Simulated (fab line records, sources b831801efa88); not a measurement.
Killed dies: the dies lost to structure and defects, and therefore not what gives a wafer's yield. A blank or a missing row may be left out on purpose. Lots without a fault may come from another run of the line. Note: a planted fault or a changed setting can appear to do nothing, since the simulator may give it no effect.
Which tool did it? || flow gf180mcu || 14 lots with 42 wafers sampled at 4 steps, on a route of 602 steps

## WHAT THE GAUGES SHOWED, per wafer
GF_V2_OVL_MEAS_15. Usual: V2_OVL 0 nm, standard deviation 5.6.
{"lot": "L180", "measured": "day 20 04:41", "on": "overlay-02", "V2_OVL (nm)": "4 -1 4", "flag": ""}
{"lot": "L181", "measured": "day 20 17:25", "on": "overlay-01", "V2_OVL (nm)": "-5 -4 -5", "flag": ""}
{"lot": "L182", "measured": "day 21 09:40", "on": "overlay-01", "V2_OVL (nm)": "4 2 0", "flag": ""}
{"lot": "L183", "measured": "day 21 21:16", "on": "overlay-02", "V2_OVL (nm)": "0 8 7", "flag": ""}
{"lot": "L184", "measured": "day 22 04:50", "on": "overlay-02", "V2_OVL (nm)": "-4 -4 -6", "flag": ""}
{"lot": "L193", "measured": "day 25 00:37", "on": "overlay-01", "V2_OVL (nm)": "-4 -7 -9", "flag": ""}
{"lot": "L194", "measured": "day 25 17:32", "on": "overlay-02", "V2_OVL (nm)": "4 -2 3", "flag": ""}
{"lot": "L196", "measured": "day 26 14:50", "on": "overlay-02", "V2_OVL (nm)": "-18 -17 -10", "flag": ""}
{"lot": "L198", "measured": "day 27 18:38", "on": "overlay-01", "V2_OVL (nm)": "7 -1 3", "flag": ""}
{"lot": "L199", "measured": "day 27 19:20", "on": "overlay-01", "V2_OVL (nm)": "3 -1 0", "flag": ""}
{"lot": "L202", "measured": "day 27 20:38", "on": "overlay-02", "V2_OVL (nm)": "-15 -13 -7", "flag": ""}
{"lot": "L203", "measured": "day 28 14:26", "on": "overlay-02", "V2_OVL (nm)": "1 12 12", "flag": ""}

GF_V4_THK_MEAS_03. Usual: V4_CVD_02_THK 849 nm, standard deviation 11.
{"lot": "L180", "measured": "day 23 09:20", "on": "film-metro-04", "V4_CVD_02_THK (nm)": "840 833 854", "flag": ""}
{"lot": "L181", "measured": "day 23 21:58", "on": "film-metro-02", "V4_CVD_02_THK (nm)": "846 875 859", "flag": ""}
{"lot": "L182", "measured": "day 24 22:04", "on": "film-metro-04", "V4_CVD_02_THK (nm)": "859 872 848", "flag": ""}
{"lot": "L183", "measured": "day 24 23:00", "on": "film-metro-02", "V4_CVD_02_THK (nm)": "835 829 849", "flag": ""}
{"lot": "L184", "measured": "day 25 04:07", "on": "film-metro-02", "V4_CVD_02_THK (nm)": "840 848 861", "flag": ""}
{"lot": "L193", "measured": "day 27 22:14", "on": "film-metro-01", "V4_CVD_02_THK (nm)": "839 850 852", "flag": ""}
{"lot": "L194", "measured": "day 28 11:56", "on": "film-metro-01", "V4_CVD_02_THK (nm)": "839 845 865", "flag": ""}
{"lot": "L196", "measured": "day 29 08:29", "on": "film-metro-04", "V4_CVD_02_THK (nm)": "840 845 861", "flag": ""}
{"lot": "L198", "measured": "day 30 13:34", "on": "film-metro-04", "V4_CVD_02_THK (nm)": "858 853 866", "flag": ""}
{"lot": "L199", "measured": "day 30 11:20", "on": "film-metro-04", "V4_CVD_02_THK (nm)": "846 833 848", "flag": ""}
{"lot": "L202", "measured": "day 30 12:19", "on": "film-metro-02", "V4_CVD_02_THK (nm)": "857 870 849", "flag": ""}
{"lot": "L203", "measured": "day 31 05:06", "on": "film-metro-04", "V4_CVD_02_THK (nm)": "849 839 860", "flag": ""}

## EACH LOT AND THE TOOL THAT RAN IT (in order: tool; ch and the chambers of the sampled wafers; start)
{"lot": "L180", "GF_M2_DEVELOP_13": "litho-track-02 ch 0, day 19 03:29", "GF_M4_SPUTTER_03": "pvd-sputter-02, day 22 09:19"}
{"lot": "L181", "GF_M2_DEVELOP_13": "litho-track-03 ch 0, day 19 15:16", "GF_M4_SPUTTER_03": "pvd-sputter-01, day 22 21:40"}
{"lot": "L182", "GF_M2_DEVELOP_13": "litho-track-02 ch 0, day 20 07:46", "GF_M4_SPUTTER_03": "pvd-sputter-04, day 23 13:34"}
{"lot": "L183", "GF_M2_DEVELOP_13": "litho-track-02 ch 0, day 20 19:01", "GF_M4_SPUTTER_03": "pvd-sputter-02, day 24 00:44"}
{"lot": "L184", "GF_M2_DEVELOP_13": "litho-track-03 ch 0, day 21 03:38", "GF_M4_SPUTTER_03": "pvd-sputter-04, day 24 07:43"}
{"lot": "L187", "GF_M2_DEVELOP_13": "litho-track-03, day 22 13:41", "GF_M4_SPUTTER_03": "-"}
{"lot": "L188", "GF_M2_DEVELOP_13": "litho-track-03, day 22 18:17", "GF_M4_SPUTTER_03": "-"}
{"lot": "L193", "GF_M2_DEVELOP_13": "litho-track-04 ch 0, day 24 02:28", "GF_M4_SPUTTER_03": "pvd-sputter-04, day 27 00:47"}
{"lot": "L194", "GF_M2_DEVELOP_13": "litho-track-02 ch 0, day 24 18:20", "GF_M4_SPUTTER_03": "pvd-sputter-04, day 27 15:28"}
{"lot": "L196", "GF_M2_DEVELOP_13": "litho-track-04 ch 0, day 25 16:04", "GF_M4_SPUTTER_03": "pvd-sputter-02, day 28 12:02"}
{"lot": "L198", "GF_M2_DEVELOP_13": "litho-track-02 ch 0, day 26 19:56", "GF_M4_SPUTTER_03": "pvd-sputter-04, day 29 17:40"}
{"lot": "L199", "GF_M2_DEVELOP_13": "litho-track-02 ch 0, day 26 20:38", "GF_M4_SPUTTER_03": "pvd-sputter-02, day 29 15:23"}
{"lot": "L202", "GF_M2_DEVELOP_13": "litho-track-04 ch 0, day 26 22:25", "GF_M4_SPUTTER_03": "pvd-sputter-01, day 29 16:04"}
{"lot": "L203", "GF_M2_DEVELOP_13": "litho-track-03 ch 0, day 27 16:38", "GF_M4_SPUTTER_03": "pvd-sputter-02, day 30 09:52"}
- GF_M2_DEVELOP_13: develop time 60 s.
- GF_M4_SPUTTER_03: material Ti, target thk 10 nm, time 6.7 s.

## AS READ BY THE TOOLS THEMSELVES (means over the sampled wafers that have a number; for cases with no such wafer, the mark the record gives instead)
GF_M2_DEVELOP_13. Usual: chill-plate-temp-C 23.02 C, standard deviation 0.13; exhaust-pa 44.8 Pa, standard deviation 0.96.
{"lot": "L180", "tool": "litho-track-02", "chill-plate-temp-C (C)": 23.07, "exhaust-pa (Pa)": 44.0, "flag": ""}
{"lot": "L181", "tool": "litho-track-03", "chill-plate-temp-C (C)": 22.98, "exhaust-pa (Pa)": 43.9, "flag": ""}
{"lot": "L182", "tool": "litho-track-02", "chill-plate-temp-C (C)": 23.23, "exhaust-pa (Pa)": 44.5, "flag": ""}
{"lot": "L183", "tool": "litho-track-02", "chill-plate-temp-C (C)": 23.04, "exhaust-pa (Pa)": 45.2, "flag": ""}
{"lot": "L184", "tool": "litho-track-03", "chill-plate-temp-C (C)": 23.03, "exhaust-pa (Pa)": 44.9, "flag": ""}
{"lot": "L187", "tool": "litho-track-03", "chill-plate-temp-C (C)": "-", "exhaust-pa (Pa)": "-", "flag": "OFF"}
{"lot": "L188", "tool": "litho-track-03", "chill-plate-temp-C (C)": "-", "exhaust-pa (Pa)": "-", "flag": "OFF"}
{"lot": "L193", "tool": "litho-track-04", "chill-plate-temp-C (C)": 23.09, "exhaust-pa (Pa)": 46.4, "flag": ""}
{"lot": "L194", "tool": "litho-track-02", "chill-plate-temp-C (C)": 23.05, "exhaust-pa (Pa)": 44.8, "flag": ""}
{"lot": "L196", "tool": "litho-track-04", "chill-plate-temp-C (C)": 22.96, "exhaust-pa (Pa)": 43.7, "flag": ""}
{"lot": "L198", "tool": "litho-track-02", "chill-plate-temp-C (C)": 22.98, "exhaust-pa (Pa)": 44.6, "flag": ""}
{"lot": "L199", "tool": "litho-track-02", "chill-plate-temp-C (C)": 23.02, "exhaust-pa (Pa)": 45.6, "flag": ""}
{"lot": "L202", "tool": "litho-track-04", "chill-plate-temp-C (C)": 22.91, "exhaust-pa (Pa)": 45.4, "flag": ""}
{"lot": "L203", "tool": "litho-track-03", "chill-plate-temp-C (C)": 22.94, "exhaust-pa (Pa)": 45.7, "flag": ""}

GF_M4_SPUTTER_03. Usual: cathode-dc-power-W 3000.0 W, standard deviation 0.51; throttle-valve-pct 29.6 %, standard deviation 0.81.
{"lot": "L180", "tool": "pvd-sputter-02", "cathode-dc-power-W (W)": 3000.0, "throttle-valve-pct (%)": 30.1, "flag": ""}
{"lot": "L181", "tool": "pvd-sputter-01", "cathode-dc-power-W (W)": 3000.3, "throttle-valve-pct (%)": 29.6, "flag": ""}
{"lot": "L182", "tool": "pvd-sputter-04", "cathode-dc-power-W (W)": 2999.8, "throttle-valve-pct (%)": 29.1, "flag": ""}
{"lot": "L183", "tool": "pvd-sputter-02", "cathode-dc-power-W (W)": 3000.0, "throttle-valve-pct (%)": 30.5, "flag": ""}
{"lot": "L184", "tool": "pvd-sputter-04", "cathode-dc-power-W (W)": 3000.1, "throttle-valve-pct (%)": 29.8, "flag": ""}
{"lot": "L193", "tool": "pvd-sputter-04", "cathode-dc-power-W (W)": 3000.1, "throttle-valve-pct (%)": 30.2, "flag": ""}
{"lot": "L194", "tool": "pvd-sputter-04", "cathode-dc-power-W (W)": 3000.6, "throttle-valve-pct (%)": 29.8, "flag": ""}
{"lot": "L196", "tool": "pvd-sputter-02", "cathode-dc-power-W (W)": 2999.8, "throttle-valve-pct (%)": 29.9, "flag": ""}
{"lot": "L198", "tool": "pvd-sputter-04", "cathode-dc-power-W (W)": 2999.5, "throttle-valve-pct (%)": 29.0, "flag": ""}
{"lot": "L199", "tool": "pvd-sputter-02", "cathode-dc-power-W (W)": 3000.1, "throttle-valve-pct (%)": 30.0, "flag": ""}
{"lot": "L202", "tool": "pvd-sputter-01", "cathode-dc-power-W (W)": 2999.9, "throttle-valve-pct (%)": 29.2, "flag": ""}
{"lot": "L203", "tool": "pvd-sputter-02", "cathode-dc-power-W (W)": 3000.3, "throttle-valve-pct (%)": 29.8, "flag": ""}

## THE ANSWER, worked out from the rows above alone
Rule: lot off if the mean of its wafers having a number is beyond 3 standard deviations from the usual mean. Also off: a lot with no number at a reading for which 4 or more lots have one. Any other lot the step has rows for is counted as sound. The gauges are gone through in route order, then the tools' own readings, and for those a lot's mean is taken as printed above. The first step at which some lot is off is used, and at that step the reading that is off furthest; a lot without a number counts as furthest.
Off at GF_M2_DEVELOP_13 (chill-plate-temp-C): L187, L188. Without a number there: L187, L188.
A tool fits if, at that step or a process step before it, it ran every lot that is off, and no sound lot after the first of them. Not one of the candidates tried fits.

## WHAT THE SIMULATOR HAD PUT IN
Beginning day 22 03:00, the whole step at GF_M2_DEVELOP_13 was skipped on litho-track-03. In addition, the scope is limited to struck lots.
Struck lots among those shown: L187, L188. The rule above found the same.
